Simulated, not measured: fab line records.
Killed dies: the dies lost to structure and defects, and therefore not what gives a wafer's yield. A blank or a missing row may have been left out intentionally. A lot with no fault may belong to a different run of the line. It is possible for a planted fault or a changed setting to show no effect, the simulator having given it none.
Code-filled problem report in 8D (eight disciplines) form -- flow sfq line -- the parts of the form that need people (team, actions taken, sign-off) are left out

== 1. THE ISSUE ==
Wafers without a fault read 699.9 nm, standard deviation 1; cd nm at SFQ_TRILAYER_JJ_CE_METRO_MEASURE_117 reads a mean of 693.1 nm on 5 wafers belonging to 3 lots. That is -6.8 standard deviations from the usual mean.
First observed at day 47 23:00: wafer L617.3, on cd sem-02. The record holds 45 wafers of 15 lots with a number at this step. Rule for "out" (also "out of limits"): further than 4 standard deviations from the usual mean. All remaining wafers that have a number are taken as sound.

== 2. WHAT IT IS AND WHAT IT IS NOT ==
question,is,is not
which readings at this step,cd nm,-
which lots,"L617, L618, L619","L605, L606, L607, L608, L609, L610, L611, L612, L613, L614, L615, L616"
which wafers of those lots,"L617.3, L617.6, L618.6, L619.1, L619.3","L617.2, L618.2, L618.4, L619.4"
read on which tools,"cd sem-01, cd sem-02",-
when,from day 47 23:00,"up to then (37 sound wafers); but 3 sound wafers of L618, L619 came after"

== 3. SUSPECTS, AND WHAT RULES EACH OUT ==
Counting: a tool at a process step up to the reading stays a suspect if it ran every lot that is out. Sound lots after the first of them don't rule it out here, since some wafers of a struck lot are sound.
- krf scanner-01 at SFQ_TRILAYER_JJ_CE_LITHO_EXPOSE_115 (exposes mask J5, target cd 700 nm): kept. It ran every lot that is out, first L617 (day 47 21:28); its last sound lot up to then is L616 (day 47 18:52).
After counting, what remains is krf scanner-01 at SFQ_TRILAYER_JJ_CE_LITHO_EXPOSE_115.

== 4. THE CAUSE (what the simulator had put in) ==
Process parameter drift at SFQ_TRILAYER_JJ_CE_LITHO_EXPOSE_115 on krf scanner-01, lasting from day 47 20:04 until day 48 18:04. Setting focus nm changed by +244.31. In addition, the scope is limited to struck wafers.
After counting, this tool was the only one left.

== 5. SEQUENCE OF EFFECTS, ordered by route ==
Rows list readings where the struck wafers' mean (over those with a number) sits beyond 3 standard deviations from the usual. Readings are gone through only where the record gives a usual standard deviation; hours: the median, over the lots, of the time from a lot's start at the first step in this table giving one to that lot's start at this step; sigmas: the change measured in usual standard deviations.
hours,step,reading,usual,on struck wafers,change,sigmas
0,SFQ_TRILAYER_JJ_CE_METRO_MEASURE_117,cd nm,699.9 nm,693.1,-6.8,-6.8
Its process steps:
- SFQ_TRILAYER_JJ_CE_METRO_MEASURE_117

== 6. HOW IT WOULD HAVE BEEN CAUGHT EARLIER ==
First out-of-limits reading in this record: day 47 23:00, which is 3 hours after fault onset at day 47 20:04.
Of the lots that are out (3), L618, L619 began SFQ_TRILAYER_JJ_CE_LITHO_EXPOSE_115 on krf scanner-01 after day 47 23:00. A hold on the tool at that time would have spared those 2.
